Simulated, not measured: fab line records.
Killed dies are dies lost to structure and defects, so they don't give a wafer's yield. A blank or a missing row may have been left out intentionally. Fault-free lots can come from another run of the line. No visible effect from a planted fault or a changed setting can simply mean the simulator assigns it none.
What tool caused it? ; flow gf180mcu ; 36 wafers sampled from 12 lots at 1 step of a route of 602

WHAT THE GAUGES SHOWED, per wafer
GF_PSD_OVL_MEAS_08.
lot;measured;on;PSD_OVL (nm)
L075;day 14 10:58;overlay-02;2.4 0.6 0.0
L077;day 15 07:25;overlay-01;-0.2 -0.5 0.2
L079;day 16 05:12;overlay-01;1.5 0.8 0.1
L081;day 16 13:52;overlay-01;-1.6 -1.1 -1.8
L083;day 17 15:10;overlay-01;1.6 1.1 3.1
L085;day 17 23:28;overlay-01;1.3 2.2 0.9
L087;day 18 20:53;overlay-01;3.1 2.5 -0.1
L089;day 19 17:06;overlay-01;2.0 2.3 0.7
L091;day 20 04:23;overlay-01;1.2 1.5 0.3
L093;day 20 21:27;overlay-01;1.6 0.6 0.1
L095;day 21 14:01;overlay-01;0.2 2.5 2.7
L097;day 22 06:28;overlay-01;-1.4 -0.6 -1.6

TOOL THAT RAN EACH LOT (tool first, then ch and the chambers of the sampled wafers, then the start)
There is no process step in the record ahead of these readings.

THE ANSWER, worked out from the rows above alone
Rule: what is usual is taken from the lots themselves. Put in order of their means at a reading, lots are off if they are a third of the lots or fewer, leave a main group of 4 or more, and stand apart from it by a gap of 3 or more times the standard deviation of the main group's means; of several such gaps the widest counts. If all means in a main group match to the digits the tables above print for the reading, that group is not used. A lot without any number at a reading at which 4 lots or more have one is off too. Any other lot the step has rows for is counted as sound.
None of the lots is off at any reading shown; this tells nothing.

WHAT THE SIMULATOR HAD PUT IN
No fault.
